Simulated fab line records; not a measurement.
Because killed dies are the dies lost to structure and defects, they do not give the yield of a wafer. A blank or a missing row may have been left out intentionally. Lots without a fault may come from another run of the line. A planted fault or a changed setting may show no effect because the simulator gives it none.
Which tool is to blame? -- flow gf180mcu -- 6 lots with 18 wafers sampled at 3 steps, on a route of 602 steps

## WHAT THE GAUGES READ, wafer by wafer
GF_VT_IMPLANT_OVL_MEAS_29.
lot,measured,on,VT_IMPLANT_02_OVL (nm)
L537,day 7 12:53,overlay-01,-0.1 -2.4 -2.2
L540,day 8 09:38,overlay-02,0.6 2.0 1.5
L544,day 9 21:11,overlay-01,-1.2 -0.5 0.7
L546,day 10 08:58,overlay-01,-0.3 0.2 0.0
L555,day 12 13:34,overlay-02,0.1 -0.3 -1.3
L557,day 13 04:40,overlay-02,-3.8 -2.6 -3.0

## TOOL THAT RAN EACH LOT (tool first, then ch and the chambers of the sampled wafers, then the start)
lot,GF_MVPSD_IMPLANT_09,GF_VT_IMPLANT_STRIP_09
L537,"implanter-03 ch 0, day 5 16:47","plasma asher-04 ch 0,1, day 6 07:02"
L540,"implanter-02 ch 0, day 6 10:14","plasma asher-04 ch 0,1, day 7 01:13"
L544,"implanter-02 ch 0, day 7 18:40","plasma asher-02 ch 0,1, day 8 11:20"
L546,"implanter-02 ch 0, day 8 05:10","plasma asher-04 ch 0,1, day 8 22:03"
L555,"implanter-02 ch 0, day 10 06:50","plasma asher-03 ch 0,1, day 11 00:46"
L557,"implanter-01 ch 0, day 10 19:59","plasma asher-02 ch 0,1, day 11 14:30"
- GF_MVPSD_IMPLANT_09
- GF_VT_IMPLANT_STRIP_09: strips in O2/N2.

## THE ANSWER, worked out from the rows above alone
Rule: the usual values come from the lots themselves. Put in order of their means at a reading, lots are off if they are a third of the lots or fewer, leave a main group of 4 or more, and stand apart from it by a gap of 3 or more times the standard deviation of the main group's means; of several such gaps the widest counts. If all means in a main group match to the digits the tables above print for the reading, that group is not used. A lot without any number at a reading at which 4 lots or more have one is off too. All remaining lots with rows at the step are treated as sound.
Across all readings shown, no lot is off: no conclusion can be drawn from this.

## WHAT THE SIMULATOR HAD PUT IN
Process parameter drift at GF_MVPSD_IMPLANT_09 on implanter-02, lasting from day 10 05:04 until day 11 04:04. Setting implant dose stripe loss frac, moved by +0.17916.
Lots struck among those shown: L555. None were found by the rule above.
